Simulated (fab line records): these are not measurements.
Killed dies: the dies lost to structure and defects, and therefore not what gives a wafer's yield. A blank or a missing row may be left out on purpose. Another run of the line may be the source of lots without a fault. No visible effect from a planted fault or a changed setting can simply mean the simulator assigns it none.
fab line records	flow sky130
record lots=24	wafers=72	last_day=50
route steps=708 shown POLY_CUT@316 CONTACT@407 METAL2@501 METAL4@629 VIA4@642
lots that met no fault: from a run of the same line without faults
start_h: hours from the record's opening day to when the first of the lot's shown wafers began	wait_h: how many hours have passed since the lot's step before this one	" as in the row above	L1.1+2: one row covering several wafers at once	- either no value or no given start	* or withheld: withheld	< > ~ a bound
route shown NAME@n: a module of which the file shows steps, and the number in the route of the first	usual: average and standard deviation across the fault-free wafers	same: alike in all rows	chamber/n: place in a boat	sites: the reading at each site	_std_site: the values' standard deviation	_edge_site: mean of outer sites minus mean of inner sites	radius_mm: for every site, how far away it sits from the centre of the wafer	mask NAME#n: copy n	behind: the tool/chamber that last shaped the wafer	hold: why the lot was held/for how many hours/how that ended	device: whichever transistor did not switch (one of n, p or np)	end of line: the same wafers' tests at the end of the route	a step without rows: its recipe alone	killed: count of dies lost to structure and defects at first sort (not the wafer's yield)	map: a wafer's dies, x killed, . not, _ none there
set.NAME: setting as actually run; set.NAME@STEP: the setting as run at that earlier step	model.NAME: the simulator's own value behind a step, which no gauge read
route steps across a sampled set of lots; one table per step, one row per wafer
services: from which hour (start_h, from the record's first day; less than 0 if before it) a tool's chamber was out of use, for how many hours, and why
## steps
# step SKY_POLY_CUT_OVL_MEAS_09
# usual POLY_CUT_OVL=3/4.1
lot.wafer	tool	chamber	start_h	wait_h	POLY_CUT_OVL[nm]
L074.1	overlay-01	-	549.90	0.1	-2
L074.2	"	-	"	"	6
L074.5	"	-	"	"	0
L075.1	overlay-02	-	571.60	0.1	4
L075.3	"	-	"	"	12
L075.6	"	-	"	"	6
L076.1	overlay-02	-	575.75	0.1	5
L076.3	"	-	"	"	1
L076.4	"	-	"	"	5
L077.2	overlay-01	-	581.25	0.1	3
L077.5	"	-	"	"	11
L077.6	"	-	"	"	5
L078.2	overlay-02	-	590.19	0.1	-3
L078.3	"	-	"	"	2
L078.4	"	-	"	"	-2
L079.1	overlay-02	-	602.65	0.1	1
L079.2	"	-	"	"	3
L079.4	"	-	"	"	-5
L080.3	overlay-02	-	607.91	0.1	5
L080.4	"	-	"	"	9
L080.5	"	-	"	"	9
L081.2	overlay-01	-	624.78	0.1	-1
L081.3	"	-	"	"	-4
L081.6	"	-	"	"	0
L082.2	overlay-01	-	631.80	0.1	2
L082.5	"	-	"	"	3
L082.6	"	-	"	"	0
L083.3	overlay-02	-	634.29	0.1	-4
L083.4	"	-	"	"	0
L083.6	"	-	"	"	2
L084.1	overlay-01	-	643.55	0.1	-1
L084.3	"	-	"	"	6
L084.5	"	-	"	"	-3
L086.1	overlay-02	-	657.07	0.1	4
L086.2	"	-	"	"	6
L086.6	"	-	"	"	0
L085.1	overlay-01	-	659.92	0.1	7
L085.3	"	-	"	"	-2
L085.6	"	-	"	"	3
L087.1	overlay-01	-	670.85	0.1	2
L087.2	"	-	"	"	4
L087.4	"	-	"	"	8
L088.4	overlay-01	-	679.04	0.1	2
L088.5	"	-	"	"	3
L088.6	"	-	"	"	6
L089.1	overlay-01	-	693.88	0.1	7
L089.3	"	-	"	"	3
L089.6	"	-	"	"	1
L090.3	overlay-02	-	696.79	0.1	3
L090.4	"	-	"	"	-3
L090.5	"	-	"	"	-3
L091.3	overlay-01	-	711.86	0.1	9
L091.4	"	-	"	"	9
L091.5	"	-	"	"	10
L092.1	overlay-02	-	712.80	0.1	5
L092.4	"	-	"	"	6
L092.6	"	-	"	"	-2
L093.1	overlay-02	-	715.73	0.1	3
L093.3	"	-	"	"	5
L093.6	"	-	"	"	-2
L094.2	overlay-02	-	744.13	0.1	2
L094.3	"	-	"	"	0
L094.5	"	-	"	"	5
L097.2	overlay-02	-	758.68	0.1	6
L097.3	"	-	"	"	1
L097.5	"	-	"	"	7
L096.1	overlay-01	-	762.33	0.1	3
L096.2	"	-	"	"	-3
L096.6	"	-	"	"	1
L095.2	overlay-02	-	763.30	0.1	-2
L095.4	"	-	"	"	-1
L095.6	"	-	"	"	1
# step SKY_CONTACT_THK_MEAS_01
# recipe reads=Si3N4_of_CONTACT_CVD_00
# usual CONTACT_CVD_00_THK=75.4/1.1
lot.wafer	tool	chamber	start_h	wait_h	CONTACT_CVD_00_THK[nm]
L074.1	film_metro-02	-	700.18	-	74.8
L074.2	"	-	"	"	75.9
L074.5	"	-	"	"	76.2
L075.1	film_metro-03	-	719.36	-	74.8
L075.3	"	-	"	"	76.0
L075.6	"	-	"	"	77.5
L076.1	film_metro-04	-	723.16	-	74.1
L076.3	"	-	"	"	76.1
L076.4	"	-	"	"	76.9
L077.2	film_metro-04	-	728.07	-	74.9
L077.5	"	-	"	"	76.3
L077.6	"	-	"	"	75.2
L078.2	film_metro-04	-	736.87	-	76.1
L078.3	"	-	"	"	75.7
L078.4	"	-	"	"	76.6
L079.1	film_metro-02	-	748.51	-	75.7
L079.2	"	-	"	"	75.0
L079.4	"	-	"	"	75.4
L080.3	film_metro-04	-	753.30	-	74.4
L080.4	"	-	"	"	74.1
L080.5	"	-	"	"	75.6
L081.2	film_metro-03	-	768.79	-	74.3
L081.3	"	-	"	"	75.1
L081.6	"	-	"	"	74.8
L082.2	film_metro-04	-	775.39	-	74.8
L082.5	"	-	"	"	76.0
L082.6	"	-	"	"	75.8
L083.3	film_metro-02	-	787.35	-	75.3
L083.4	"	-	"	"	77.2
L083.6	"	-	"	"	75.0
L084.1	film_metro-02	-	787.70	-	75.7
L084.3	"	-	"	"	74.8
L084.5	"	-	"	"	76.0
L086.1	film_metro-02	-	798.41	-	74.7
L086.2	"	-	"	"	73.0
L086.6	"	-	"	"	75.4
L085.1	film_metro-02	-	801.23	-	73.9
L085.3	"	-	"	"	72.0
L085.6	"	-	"	"	76.2
L087.1	film_metro-02	-	811.47	-	76.4
L087.2	"	-	"	"	75.7
L087.4	"	-	"	"	77.2
L088.4	film_metro-02	-	818.48	-	75.2
L088.5	"	-	"	"	75.3
L088.6	"	-	"	"	75.4
L089.1	film_metro-03	-	832.60	-	74.6
L089.3	"	-	"	"	75.6
L089.6	"	-	"	"	76.5
L090.3	film_metro-03	-	833.79	-	75.1
L090.4	"	-	"	"	77.1
L090.5	"	-	"	"	75.3
L091.3	film_metro-02	-	849.52	-	77.3
L091.4	"	-	"	"	77.2
L091.5	"	-	"	"	76.9
L092.1	film_metro-03	-	850.87	-	75.3
L092.4	"	-	"	"	75.0
L092.6	"	-	"	"	76.6
L093.1	film_metro-04	-	853.04	-	74.0
L093.3	"	-	"	"	75.1
L093.6	"	-	"	"	76.0
L094.2	film_metro-04	-	881.91	-	75.3
L094.3	"	-	"	"	75.2
L094.5	"	-	"	"	77.9
L097.2	film_metro-02	-	892.98	-	73.6
L097.3	"	-	"	"	74.8
L097.5	"	-	"	"	75.6
L096.1	film_metro-02	-	896.70	-	76.6
L096.2	"	-	"	"	76.4
L096.6	"	-	"	"	77.1
L095.2	film_metro-04	-	899.06	-	74.0
L095.4	"	-	"	"	74.5
L095.6	"	-	"	"	76.1
# step SKY_CONTACT_BOW_MEAS_05
# recipe mode=bow
# usual CONTACT_BOW=83/7.2
lot.wafer	tool	chamber	start_h	wait_h	CONTACT_BOW[um]
L074.1	film_metro-02	-	700.67	0.1	88
L074.2	"	-	"	"	80
L074.5	"	-	"	"	81
L075.1	film_metro-02	-	719.85	0.1	79
L075.3	"	-	"	"	87
L075.6	"	-	"	"	86
L076.1	film_metro-03	-	723.65	0.1	78
L076.3	"	-	"	"	90
L076.4	"	-	"	"	82
L077.2	film_metro-03	-	728.57	0.2	86
L077.5	"	-	"	"	71
L077.6	"	-	"	"	70
L078.2	film_metro-02	-	737.37	0.2	77
L078.3	"	-	"	"	87
L078.4	"	-	"	"	94
L079.1	film_metro-04	-	749.26	0.2	72
L079.2	"	-	"	"	82
L079.4	"	-	"	"	73
L080.3	film_metro-02	-	753.81	0.3	92
L080.4	"	-	"	"	90
L080.5	"	-	"	"	86
L081.2	film_metro-04	-	769.34	0.1	80
L081.3	"	-	"	"	90
L081.6	"	-	"	"	98
L082.2	film_metro-02	-	775.89	0.2	85
L082.5	"	-	"	"	76
L082.6	"	-	"	"	70
L083.3	film_metro-03	-	787.86	0.3	88
L083.4	"	-	"	"	83
L083.6	"	-	"	"	77
L084.1	film_metro-04	-	788.19	0.2	94
L084.3	"	-	"	"	94
L084.5	"	-	"	"	67
L086.1	film_metro-02	-	798.90	0.2	83
L086.2	"	-	"	"	89
L086.6	"	-	"	"	76
L085.1	film_metro-03	-	801.72	0.1	84
L085.3	"	-	"	"	68
L085.6	"	-	"	"	81
L087.1	film_metro-04	-	811.96	0.1	80
L087.2	"	-	"	"	90
L087.4	"	-	"	"	88
L088.4	film_metro-02	-	819.00	0.2	85
L088.5	"	-	"	"	72
L088.6	"	-	"	"	73
L089.1	film_metro-03	-	833.09	0.1	75
L089.3	"	-	"	"	90
L089.6	"	-	"	"	88
L090.3	film_metro-03	-	834.30	0.2	81
L090.4	"	-	"	"	77
L090.5	"	-	"	"	92
L091.3	film_metro-02	-	850.03	0.2	80
L091.4	"	-	"	"	74
L091.5	"	-	"	"	88
L092.1	film_metro-02	-	851.36	0.1	76
L092.4	"	-	"	"	81
L092.6	"	-	"	"	85
L093.1	film_metro-03	-	853.64	0.2	91
L093.3	"	-	"	"	79
L093.6	"	-	"	"	90
L094.2	film_metro-02	-	882.41	0.2	71
L094.3	"	-	"	"	93
L094.5	"	-	"	"	96
L097.2	film_metro-02	-	893.48	0.3	75
L097.3	"	-	"	"	84
L097.5	"	-	"	"	86
L096.1	film_metro-04	-	897.19	0.2	93
L096.2	"	-	"	"	86
L096.6	"	-	"	"	87
L095.2	film_metro-03	-	899.59	0.3	77
L095.4	"	-	"	"	86
L095.6	"	-	"	"	72
# step SKY_METAL2_ETCH_18
# recipe chemistry=N2/H2	target=BARC	ion_energy_ev=200	bias_w=100	pressure_mtorr=30	n2_flow_sccm=100	h2_flow_sccm=200	icp_w=500	stop_on=SiO2	time_s=45.9	target_depth_a=600
# usual drypump_motor_current_A=5.9/0.48	n2_flow_sccm=99.98/0.29	oes_product_au=0.855/0.005	throttle_valve_pct=13.225/0.01
lot.wafer	tool	chamber	start_h	wait_h	drypump_motor_current_A	n2_flow_sccm	oes_product_au	rf_hours_counter_h	throttle_valve_pct
L074.1	rie_metal-01	0	814.39	0.0	5.2	100.01	0.847	16	13.220
L074.2	"	1	"	"	6.5	99.54	0.859	4	13.218
L074.5	"	1	"	"	6.5	99.60	0.851	-	13.231
L075.1	rie_metal-01	1	831.52	0.0	6.5	99.90	0.857	4	13.227
L075.3	"	1	"	"	6.5	99.81	0.855	-	13.230
L075.6	"	1	"	"	6.5	99.87	0.858	-	13.228
L076.1	rie_metal-04	1	834.97	0.0	5.5	100.33	0.859	13	13.231
L076.3	"	0	"	"	6.1	100.38	0.857	-	13.218
L076.4	"	1	"	"	5.5	100.38	0.858	-	13.233
L077.2	rie_metal-01	0	840.45	0.0	5.2	99.62	0.859	17	13.231
L077.5	"	1	"	"	6.5	100.10	0.862	-	13.216
L077.6	"	0	"	"	5.2	99.57	0.849	-	13.221
L078.2	rie_metal-02	0	848.30	0.0	5.9	99.92	0.859	7	13.231
L078.3	"	0	"	"	5.9	99.75	0.856	-	13.227
L078.4	"	1	"	"	6.1	100.22	0.866	-	13.217
L079.1	rie_metal-02	0	859.87	0.0	5.9	99.97	0.853	8	13.220
L079.2	"	1	"	"	6.1	100.09	0.867	6	13.216
L079.4	"	1	"	"	6.1	100.31	0.849	-	13.221
L080.3	rie_metal-01	1	864.33	0.1	6.4	100.24	0.854	-	13.201
L080.4	"	1	"	"	6.5	100.36	0.859	-	13.232
L080.5	"	1	"	"	6.5	100.08	0.854	-	13.237
L081.2	rie_metal-04	0	879.41	0.0	6.1	99.81	0.850	8	13.221
L081.3	"	0	"	"	6.1	100.04	0.851	-	13.240
L081.6	"	1	"	"	5.5	100.04	0.855	-	13.211
L082.2	rie_metal-04	1	885.73	0.0	5.5	100.06	0.849	14	13.244
L082.5	"	0	"	"	6.1	99.55	0.865	-	13.199
L082.6	"	1	"	"	5.5	100.29	0.859	-	13.233
L083.3	rie_metal-01	1	896.78	0.0	6.5	99.80	0.858	-	13.222
L083.4	"	0	"	"	5.2	99.97	0.860	-	13.229
L083.6	"	0	"	"	5.2	99.75	0.851	-	13.212
L084.1	rie_metal-02	0	898.04	0.0	5.9	100.09	0.854	10	13.212
L084.3	"	0	"	"	5.9	100.03	0.854	-	13.236
L084.5	"	0	"	"	5.9	100.22	0.854	-	13.219
L086.1	rie_metal-04	0	908.53	0.0	6.1	99.89	0.861	10	13.216
L086.2	"	1	"	"	5.5	99.67	0.852	16	13.235
L086.6	"	0	"	"	6.1	99.73	0.858	-	13.236
L085.1	rie_metal-02	1	909.22	0.0	6.1	100.41	0.859	8	13.226
L085.3	"	1	"	"	6.1	100.37	0.855	-	13.234
L085.6	"	0	"	"	5.9	99.90	0.853	-	13.215
L087.1	rie_metal-04	0	919.91	0.0	6.1	100.20	0.856	10	13.220
L087.2	"	1	"	"	5.5	99.80	0.860	16	13.218
L087.4	"	0	"	"	6.1	100.12	0.859	-	13.234
L088.4	rie_metal-01	0	926.29	0.0	5.2	100.06	0.851	-	13.249
L088.5	"	1	"	"	6.5	99.72	0.851	-	13.239
L088.6	"	0	"	"	5.2	100.36	0.853	-	13.233
L089.1	rie_metal-01	0	940.52	0.1	5.2	100.42	0.851	4	13.228
L089.3	"	0	"	"	5.2	100.20	0.853	-	13.225
L089.6	"	0	"	"	5.2	99.65	0.854	-	13.211
L090.3	rie_metal-04	0	941.95	0.1	6.1	99.76	0.850	-	13.226
L090.4	"	0	"	"	6.1	99.55	0.857	-	13.234
L090.5	"	0	"	"	6.1	99.79	0.852	-	13.233
L091.3	rie_metal-02	0	955.36	0.0	5.9	99.77	0.851	-	13.213
L091.4	"	1	"	"	6.1	99.57	0.850	-	13.206
L091.5	"	1	"	"	6.1	100.12	0.842	-	13.230
L092.1	rie_metal-01	1	957.62	0.0	6.5	100.03	0.857	11	13.235
L092.4	"	1	"	"	6.5	99.84	0.860	-	13.220
L092.6	"	0	"	"	5.2	100.59	0.857	-	13.229
L093.1	rie_metal-02	1	958.55	0.0	6.1	99.89	0.851	11	13.232
L093.3	"	1	"	"	6.1	99.34	0.850	-	13.246
L093.6	"	0	"	"	5.9	99.82	0.858	-	13.221
L094.2	rie_metal-01	0	986.42	0.0	5.2	100.42	0.854	7	13.221
L094.3	"	0	"	"	5.2	100.13	0.854	-	13.222
L094.5	"	1	"	"	6.5	100.05	0.854	-	13.229
L097.2	rie_metal-01	0	996.95	0.0	5.2	100.29	0.858	8	13.230
L097.3	"	1	"	"	6.5	100.12	0.845	-	13.235
L097.5	"	0	"	"	5.2	100.50	0.860	-	13.229
L096.1	rie_metal-02	1	1000.05	0.0	6.1	100.02	0.852	13	13.234
L096.2	"	0	"	"	5.9	100.59	0.855	15	13.221
L096.6	"	0	"	"	5.9	99.94	0.851	-	13.230
L095.2	rie_metal-01	0	1004.20	0.0	5.2	100.22	0.859	8	13.232
L095.4	"	1	"	"	6.4	99.99	0.857	-	13.228
L095.6	"	0	"	"	5.2	99.95	0.853	-	13.213
# step SKY_METAL4_CD_MEAS_13
# recipe target_cd_nm=300
# usual cd_nm=299.7/2.1
lot.wafer	tool	chamber	start_h	wait_h	cd_nm
L074.1	cd_sem-01	-	975.06	-	300.8
L074.2	"	-	"	"	300.3
L074.5	"	-	"	"	301.1
L075.1	cd_sem-02	-	988.75	-	300.1
L075.3	"	-	"	"	299.0
L075.6	"	-	"	"	299.0
L076.1	cd_sem-02	-	993.41	-	299.8
L076.3	"	-	"	"	298.2
L076.4	"	-	"	"	299.0
L077.2	cd_sem-01	-	997.63	-	304.4
L077.5	"	-	"	"	304.1
L077.6	"	-	"	"	304.9
L078.2	cd_sem-01	-	1003.98	-	300.6
L078.3	"	-	"	"	300.3
L078.4	"	-	"	"	300.9
L079.1	cd_sem-01	-	1014.91	-	302.0
L079.2	"	-	"	"	302.3
L079.4	"	-	"	"	300.3
L080.3	cd_sem-01	-	1017.89	-	297.1
L080.4	"	-	"	"	297.6
L080.5	"	-	"	"	298.5
L081.2	cd_sem-02	-	1032.22	-	301.4
L081.3	"	-	"	"	302.7
L081.6	"	-	"	"	301.4
L082.2	cd_sem-02	-	1038.08	-	298.1
L082.5	"	-	"	"	298.2
L082.6	"	-	"	"	300.3
L083.3	cd_sem-01	-	1048.37	-	298.6
L083.4	"	-	"	"	298.4
L083.6	"	-	"	"	297.7
L084.1	cd_sem-01	-	1049.03	-	297.6
L084.3	"	-	"	"	299.4
L084.5	"	-	"	"	298.8
L086.1	cd_sem-02	-	1058.10	-	301.7
L086.2	"	-	"	"	302.6
L086.6	"	-	"	"	302.6
L085.1	cd_sem-02	-	1058.28	-	301.9
L085.3	"	-	"	"	301.4
L085.6	"	-	"	"	301.7
L087.1	cd_sem-01	-	1068.33	-	301.2
L087.2	"	-	"	"	300.0
L087.4	"	-	"	"	300.2
L088.4	cd_sem-01	-	1073.11	-	301.5
L088.5	"	-	"	"	300.9
L088.6	"	-	"	"	301.5
L089.1	cd_sem-02	-	1086.03	-	297.7
L089.3	"	-	"	"	298.4
L089.6	"	-	"	"	298.7
L090.3	cd_sem-01	-	1086.42	-	297.9
L090.4	"	-	"	"	298.5
L090.5	"	-	"	"	298.8
L091.3	cd_sem-01	-	1097.94	-	298.1
L091.4	"	-	"	"	298.2
L091.5	"	-	"	"	297.6
L092.1	cd_sem-02	-	1098.91	-	296.8
L092.4	"	-	"	"	297.0
L092.6	"	-	"	"	297.2
L093.1	cd_sem-01	-	1100.90	-	299.9
L093.3	"	-	"	"	299.3
L093.6	"	-	"	"	299.5
L094.2	cd_sem-02	-	1121.55	-	297.6
L094.3	"	-	"	"	297.3
L094.5	"	-	"	"	299.3
L097.2	cd_sem-02	-	1132.63	-	297.5
L097.3	"	-	"	"	298.4
L097.5	"	-	"	"	299.6
L096.1	cd_sem-02	-	1135.55	-	300.6
L096.2	"	-	"	"	302.2
L096.6	"	-	"	"	302.2
L095.2	cd_sem-02	-	1139.15	-	296.0
L095.4	"	-	"	"	295.7
L095.6	"	-	"	"	295.0
# step SKY_VIA4_BOW_MEAS_03
# recipe mode=bow
# usual VIA4_BOW=79/8
lot.wafer	tool	chamber	start_h	wait_h	VIA4_BOW[um]
L074.1	film_metro-03	-	976.71	0.2	90
L074.2	"	-	"	"	82
L074.5	"	-	"	"	85
L075.1	film_metro-02	-	990.37	0.2	77
L075.3	"	-	"	"	84
L075.6	"	-	"	"	83
L076.1	film_metro-04	-	995.02	0.2	76
L076.3	"	-	"	"	88
L076.4	"	-	"	"	80
L077.2	film_metro-03	-	999.25	0.3	81
L077.5	"	-	"	"	66
L077.6	"	-	"	"	65
L078.2	film_metro-03	-	1005.67	0.3	76
L078.3	"	-	"	"	87
L078.4	"	-	"	"	92
L079.1	film_metro-03	-	1016.53	0.2	73
L079.2	"	-	"	"	84
L079.4	"	-	"	"	72
L080.3	film_metro-04	-	1019.55	0.2	85
L080.4	"	-	"	"	81
L080.5	"	-	"	"	78
L081.2	film_metro-03	-	1033.85	0.2	80
L081.3	"	-	"	"	89
L081.6	"	-	"	"	99
L082.2	film_metro-03	-	1039.73	0.1	85
L082.5	"	-	"	"	77
L082.6	"	-	"	"	69
L083.3	film_metro-04	-	1050.08	0.2	89
L083.4	"	-	"	"	85
L083.6	"	-	"	"	77
L084.1	film_metro-04	-	1051.16	0.1	96
L084.3	"	-	"	"	98
L084.5	"	-	"	"	69
L086.1	film_metro-02	-	1059.72	0.2	74
L086.2	"	-	"	"	79
L086.6	"	-	"	"	69
L085.1	film_metro-02	-	1060.04	0.1	82
L085.3	"	-	"	"	65
L085.6	"	-	"	"	76
L087.1	film_metro-02	-	1069.97	0.1	74
L087.2	"	-	"	"	84
L087.4	"	-	"	"	81
L088.4	film_metro-04	-	1074.73	0.3	81
L088.5	"	-	"	"	67
L088.6	"	-	"	"	70
L089.1	film_metro-04	-	1087.82	0.2	77
L089.3	"	-	"	"	91
L089.6	"	-	"	"	90
L090.3	film_metro-02	-	1088.06	0.3	79
L090.4	"	-	"	"	74
L090.5	"	-	"	"	88
L091.3	film_metro-03	-	1099.56	0.1	73
L091.4	"	-	"	"	67
L091.5	"	-	"	"	83
L092.1	film_metro-03	-	1100.65	0.2	68
L092.4	"	-	"	"	71
L092.6	"	-	"	"	76
L093.1	film_metro-03	-	1102.52	0.1	86
L093.3	"	-	"	"	72
L093.6	"	-	"	"	85
L094.2	film_metro-02	-	1123.18	0.1	62
L094.3	"	-	"	"	83
L094.5	"	-	"	"	86
L097.2	film_metro-03	-	1134.25	0.1	72
L097.3	"	-	"	"	82
L097.5	"	-	"	"	84
L096.1	film_metro-04	-	1137.17	0.2	88
L096.2	"	-	"	"	81
L096.6	"	-	"	"	82
L095.2	film_metro-03	-	1140.80	0.2	78
L095.4	"	-	"	"	84
L095.6	"	-	"	"	73
## services
tool	chamber	start_h	hours	kind
rie_metal-04	0	807.77	4.8	repair
rie_metal-01	0	846.76	-	clean
rie_metal-01	0	846.76	19.1	scheduled_down
rie_metal-01	0	846.76	19.1	vent_cycle
rie_metal-04	1	932.66	-	clean
rie_metal-04	1	932.66	21.5	scheduled_down
rie_metal-04	1	932.66	21.5	vent_cycle
rie_metal-01	1	938.43	16.3	repair
## key
fault none
